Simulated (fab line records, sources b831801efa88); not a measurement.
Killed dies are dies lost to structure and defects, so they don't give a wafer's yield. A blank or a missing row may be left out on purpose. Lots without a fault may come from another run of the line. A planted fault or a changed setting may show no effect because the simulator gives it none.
Which tool did it? | flow sky130 | 12 lots, 36 wafers sampled, at 4 steps of a route of 708

WHAT THE GAUGES READ, wafer by wafer
SKY_GATE_OXIDE_OVL_MEAS_10. Usual: GATE_OXIDE_OVL 0.5 nm, standard deviation 1.5.
lot  | measured     | on         | GATE_OXIDE_OVL (nm)                 | flag
L389 | day 13 11:11 | overlay-02 | 1.8 1.4 0.6                         |
L390 | day 14 02:43 | overlay-02 | 1.9 0.7 1.3                         |
L391 | day 14 15:50 | overlay-02 | -1.0 -0.5 0.0                       |
L394 | day 15 11:29 | overlay-02 | -0.2 2.1 1.9                        |
L395 | day 15 22:14 | overlay-01 | 1.0 0.5 1.3                         |
L398 | day 16 19:44 | overlay-01 | 157.4 156.8 157.0 155.1 154.3 155.4 | OFF
L399 | day 17 05:25 | overlay-02 | 159.7 161.6 159.6 158.1 159.8 157.1 | OFF
L400 | day 17 12:22 | overlay-02 | 155.9 155.8 154.0 153.9 153.8 152.6 | OFF
L401 | day 18 04:25 | overlay-01 | 159.6 158.9 158.5 157.6 156.5 157.1 | OFF
L404 | day 19 09:41 | overlay-02 | 0.7 1.2 0.1                         |
L410 | day 21 06:11 | overlay-01 | 1.5 0.6 -0.5                        |
L412 | day 22 13:33 | overlay-01 | -0.9 -0.8 0.2                       |

SKY_LDD_P_CD_MEAS_07: target cd 380 nm. Usual: cd_nm 380.1 nm, standard deviation 2.6.
lot  | measured     | on        | cd_nm (nm)        | flag
L389 | day 18 14:20 | cd_sem-02 | 383.0 380.9 381.9 |
L390 | day 19 08:52 | cd_sem-01 | 377.7 380.0 381.9 |
L391 | day 19 21:11 | cd_sem-02 | 383.5 383.7 381.0 |
L394 | day 20 20:19 | cd_sem-02 | 376.6 378.7 377.6 |
L395 | day 21 06:14 | cd_sem-02 | 381.2 380.6 381.3 |
L404 | day 24 18:47 | cd_sem-02 | 378.7 378.9 377.4 |
L410 | day 26 14:43 | cd_sem-02 | 380.5 380.3 378.8 |
L412 | day 27 19:34 | cd_sem-02 | 379.5 378.3 378.6 |

SKY_CONTACT_THK_MEAS_03. Usual: CONTACT_HDPCVD_THK 565 nm, standard deviation 4.7.
lot  | measured     | on            | CONTACT_HDPCVD_THK (nm) | flag
L389 | day 29 23:45 | film_metro-03 | 567 570 569             |
L390 | day 30 18:33 | film_metro-03 | 569 564 564             |
L391 | day 31 05:35 | film_metro-02 | 559 565 557             |
L394 | day 32 00:46 | film_metro-02 | 569 562 575             |
L395 | day 32 08:41 | film_metro-02 | 562 565 561             |
L404 | day 35 14:49 | film_metro-04 | 566 572 566             |
L410 | day 37 06:22 | film_metro-03 | 564 565 564             |
L412 | day 38 07:17 | film_metro-04 | 571 573 573             |

WHICH TOOL RAN EACH LOT (tool, then ch and the chambers of the sampled wafers, then the start)
lot  | SKY_GATE_OXIDE_EXPOSE_07
L389 | iline_stepper-02 ch 0, day 12 23:04
L390 | iline_stepper-01 ch 0, day 13 13:45
L391 | iline_stepper-01 ch 0, day 14 02:44
L394 | iline_stepper-01 ch 0, day 14 22:26
L395 | iline_stepper-01 ch 0, day 15 08:55
L398 | iline_stepper-02 ch 0, day 16 05:23
L399 | iline_stepper-02 ch 0, day 16 15:07
L400 | iline_stepper-02 ch 0, day 16 22:40
L401 | iline_stepper-02 ch 0, day 17 13:35
L404 | iline_stepper-01 ch 0, day 18 18:13
L410 | iline_stepper-01 ch 0, day 20 15:15
L412 | iline_stepper-01 ch 0, day 21 22:41
- SKY_GATE_OXIDE_EXPOSE_07: exposes mask LVOM, target cd 600 nm.

WHAT THE TOOLS THEMSELVES READ (means of the sampled wafers that have a number; where no wafer has one, the mark that the record gives instead)
SKY_GATE_OXIDE_EXPOSE_07. Usual: focus_offset_nm -0.1 nm, standard deviation 0.55.
lot  | tool             | focus_offset_nm (nm) | flag
L389 | iline_stepper-02 | -0.7                 |
L390 | iline_stepper-01 | 0.3                  |
L391 | iline_stepper-01 | -0.2                 |
L394 | iline_stepper-01 | 0.1                  |
L395 | iline_stepper-01 | -0.4                 |
L398 | iline_stepper-02 | -0.8                 |
L399 | iline_stepper-02 | -0.2                 |
L400 | iline_stepper-02 | -0.5                 |
L401 | iline_stepper-02 | 0.2                  |
L404 | iline_stepper-01 | 0.5                  |
L410 | iline_stepper-01 | -0.1                 |
L412 | iline_stepper-01 | -0.2                 |

THE ANSWER, worked out from the rows above alone
Rule: a lot is off if the mean of its wafers that have a number lies more than 3 standard deviations from the usual mean. A lot without any number at a reading at which 4 lots or more have one is off too. The other lots that the step has rows for count as sound. The gauges are gone through in route order, then the tools' own readings, and for those a lot's mean is taken as printed above. The first step at which some lot is off is used, and at that step the reading that is off furthest; a lot without a number counts as furthest.
Off: L398, L399, L400, L401, at SKY_GATE_OXIDE_OVL_MEAS_10 (GATE_OXIDE_OVL).
A tool fits if, at a process step before that reading, it ran every lot that is off, and no sound lot after the first of them. The gauges at SKY_GATE_OXIDE_OVL_MEAS_10 are tried like those tools. One fits: iline_stepper-02 at SKY_GATE_OXIDE_EXPOSE_07. Its last sound lot is L389 (day 12 23:04), its first lot that is off L398 (day 16 05:23): a fault that began between those two fits.

WHAT THE SIMULATOR HAD PUT IN
Scanner matching overlay: iline_stepper-02, from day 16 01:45 on, at SKY_GATE_OXIDE_EXPOSE_07. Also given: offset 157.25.
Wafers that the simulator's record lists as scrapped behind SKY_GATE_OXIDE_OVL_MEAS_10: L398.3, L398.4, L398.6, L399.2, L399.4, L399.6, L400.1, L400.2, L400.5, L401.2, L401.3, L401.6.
Lots struck among those shown: L398, L399, L400, L401. The rule above found the same.
